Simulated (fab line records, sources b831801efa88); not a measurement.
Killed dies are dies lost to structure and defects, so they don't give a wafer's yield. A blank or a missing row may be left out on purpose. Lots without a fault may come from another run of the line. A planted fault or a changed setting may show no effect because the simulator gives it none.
A struck lot beside a sound one | flow gf180mcu | 15 steps out of a route of 602
Sound: wafers L526.3, L526.5, L526.6. Struck: wafers L520.3, L520.4, L520.6. The cause comes at the end.
At each step with rows: each side's tool, then ch and its chambers, then its first start. Under that, the readings that differ: sound wafers | struck wafers | difference of the means | sigmas: that difference in standard deviations of wafers without a fault.
alike: readings whose means differ by less than 2 such deviations, and words and numbers that are the same on both sides. not compared: withheld readings, readings that some wafer has no value for, bounds like >300 that may hide the same value, and numbers for which the record gives no deviation and whose values overlap.
The two part at a step that has a row with sigmas, a row that says differs or no value, or rows on one side only. Numbers that don't overlap but have no deviation are shown without sigmas and don't part them. A reading that every wafer of one side lacks parts them only if that side has two wafers or more.

GF_V1_OVL_MEAS_15:
  sound on overlay-01, day 24 23:44; struck on overlay-02, day 22 11:56
  alike: V1_OVL
GF_V1_ETCH_16: etches BARC in N2/H2.
  sound on rie_diel-01 ch 1,2, day 24 23:46; struck on rie_diel-01 ch 0,2, day 22 11:58
  alike: drypump_motor_current_A, oes_product_au, throttle_valve_pct
GF_V1_ETCH_17: etches SiO2 in C4F8/O2/Ar, stops on TiN, target depth 630 nm.
  sound on rie_diel-01 ch 1,2; struck on rie_diel-01 ch 0,2
  alike: oes_product_au
GF_V1_STRIP_18: strips in O2/N2.
  sound on plasma_asher-04 ch 0,1, day 24 23:55; struck on plasma_asher-02 ch 0,1, day 22 12:07
  alike: drypump_motor_current_A, heater_power_w, oes_product_au
  not compared: rf_hours_counter_h
then, 2 steps without rows for these wafers: GF_V1_STRIP_19 (strips in post etch residue remover, time 1200 s); GF_V1_CLEAN_20 (cleans in DIW).
GF_V1_SPUTTER_21: material Ti, target thk 15 nm, time 80.02 s.
  sound on pvd_sputter-02, day 25 00:27; struck on pvd_sputter-01, day 22 12:38
  alike: chamber_pressure_pa, throttle_valve_pct
GF_V1_SPUTTER_22: material TiN, target thk 10 nm, time 40 s.
  sound on pvd_sputter-02, day 25 00:31; struck on pvd_sputter-01, day 22 12:41
  alike: chamber_pressure_pa, throttle_valve_pct
then, 1 step without rows for these wafers: GF_V1_CVD_23 (deposits W, target thk 350 nm, time 105.05 s).
GF_V1_RS_MEAS_24: measures by four-point-probe.
  sound on film_metro-04, day 25 00:44; struck on film_metro-02, day 22 12:53
  reading          | sound             | struck            | difference | sigmas
  V1_W_RS (ohm/sq) | 0.328 0.325 0.322 | 0.335 0.335 0.332 | +0.009     | +3
GF_V1_THK_MEAS_25: measures by xrf.
  sound on film_metro-04, day 25 00:50; struck on film_metro-02, day 22 12:59
  reading       | sound       | struck      | difference | sigmas
  V1_W_THK (nm) | 355 358 360 | 343 343 349 | -13        | -3
then, 1 step without rows for these wafers: GF_V1_CMP_26 (polishes, stops on SiO2, t overpolish 15 s, target thk 0 nm).
GF_M2_SPUTTER_00: material Ti, target thk 37.5 nm, time 150 s.
  sound on pvd_sputter-04, day 25 01:10; struck on pvd_sputter-04, day 22 13:19
  reading                               | sound             | struck            | difference | sigmas
  chamber_pressure_pa (Pa)              | 2.001 1.999 2.000 | 2.202 2.201 2.193 | +0.199     | +52
  model.Ti_of_M2_SPUTTER_00.thk_nm (nm) | 37.68 37.92 37.83 | 35.86 35.6 35.78  | -2.06      |
  alike: throttle_valve_pct
then, 2 steps without rows for these wafers: GF_M2_SPUTTER_01 (material TiN, target thk 30 nm, time 25 s); GF_PASSIVATION_PROBE_99.

WHERE THEY PART
First at GF_V1_RS_MEAS_24; last, within this record, at GF_M2_SPUTTER_00.

WHY: what the simulator had put in
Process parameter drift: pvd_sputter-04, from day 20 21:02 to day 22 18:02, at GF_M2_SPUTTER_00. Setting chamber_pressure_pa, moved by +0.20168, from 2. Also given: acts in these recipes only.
